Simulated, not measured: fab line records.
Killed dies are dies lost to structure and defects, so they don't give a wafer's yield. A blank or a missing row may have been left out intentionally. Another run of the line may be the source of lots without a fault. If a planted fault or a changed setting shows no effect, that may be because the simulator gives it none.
A struck lot beside a sound one || flow gf180mcu || 15 steps out of a route of 602
Sound: wafers L237.2, L237.3, L237.5. The struck wafers were L226.2, L226.3, L226.5. The cause is named last.
Per side, at each step with rows, come the tool, then ch with its chambers, and then its first start. Under that, the readings that differ: sound wafers || struck wafers || difference of the means || sigmas: that difference in standard deviations of wafers without a fault.
alike: same words and numbers on both sides, and readings whose means sit less than 2 such deviations apart. not compared: any withheld reading, any reading some wafer has no value for, any bound like >300 that may hide the same value, and any number with overlapping values for which the record gives no deviation.
Wherever a step has rows on one side only, a row that says differs or no value, or a row with sigmas, the two part there. Numbers that have no deviation but don't overlap get no sigmas and don't part them. Lack of a reading on every wafer of one side parts them only where that side has two or more wafers.

GF_V3_THK_MEAS_01:
  sound on film_metro-02, day 28 02:30; struck on film_metro-02, day 24 10:30
{"reading": "V3_CVD_00_THK (nm)", "sound": "608 608 605", "struck": "594 589 580", "difference": -19, "sigmas": -3}
GF_V3_CVD_02: deposits SiO2 from TEOS, target thk 850 nm, time 94.851 s.
  sound on pecvd-04 ch 0,1,2, day 28 02:33; struck on pecvd-04 ch 0,1,2, day 24 10:33
  alike: heater_power_w
GF_V3_THK_MEAS_03:
  sound on film_metro-02, day 28 02:38; struck on film_metro-01, day 24 10:38
  alike: V3_CVD_02_THK
GF_V3_CMP_04: polishes SiO2.
  sound on cmp-02 ch 0,1,2, day 28 02:44; struck on cmp-01 ch 1,3, day 24 10:44
  alike: motor_current_A, time_to_endpoint_s
GF_V3_BOW_MEAS_05:
  sound on film_metro-02, day 28 03:00; struck on film_metro-02, day 24 11:00
  alike: V3_BOW
then, 7 steps without rows for these wafers: GF_V3_DEHYDRATE_06 (time 60 s); GF_V3_HMDS_07 (prime time 60 s); GF_V3_COAT_08; GF_V3_COAT_09 (resist thk 1000 nm); GF_V3_SOFTBAKE_10 (time 60 s); GF_V3_EXPOSE_11 (exposes mask Via3, target cd 260 nm); GF_V3_PEB_12 (peb time 90 s).
GF_V3_DEVELOP_13: develop time 60 s.
  sound on litho_track-04 ch 0, day 28 22:27; struck on litho_track-03 ch 0, day 25 08:53
{"reading": "developer_temp_C (C)", "sound": "20.85 21.06 21.10", "struck": "19.01 18.95 18.82", "difference": -2.08, "sigmas": -21}
  alike: chill_plate_temp_C
GF_V3_CD_MEAS_14: target cd 260 nm.
  sound on cd_sem-02, day 28 22:35; struck on cd_sem-02, day 25 09:01
{"reading": "cd_nm (nm)", "sound": "258.6 258.4 258.5", "struck": "260.7 262.1 260.3", "difference": "+2.5", "sigmas": "+2"}
-- the record jumps here: 6 days lie between the struck wafers' starts before and after (it left off in module V3 and takes up again in module PASSIVATION, whose first step shown is number 602 of the route) --
GF_PASSIVATION_PROBE_99:
  record: rows for the struck wafers here (prober-02, day 31 15:05), none for the sound ones

== WHERE THEY PART ==
First at GF_V3_THK_MEAS_01; last, within this record, at GF_PASSIVATION_PROBE_99.

WHY: the cause the simulator had injected
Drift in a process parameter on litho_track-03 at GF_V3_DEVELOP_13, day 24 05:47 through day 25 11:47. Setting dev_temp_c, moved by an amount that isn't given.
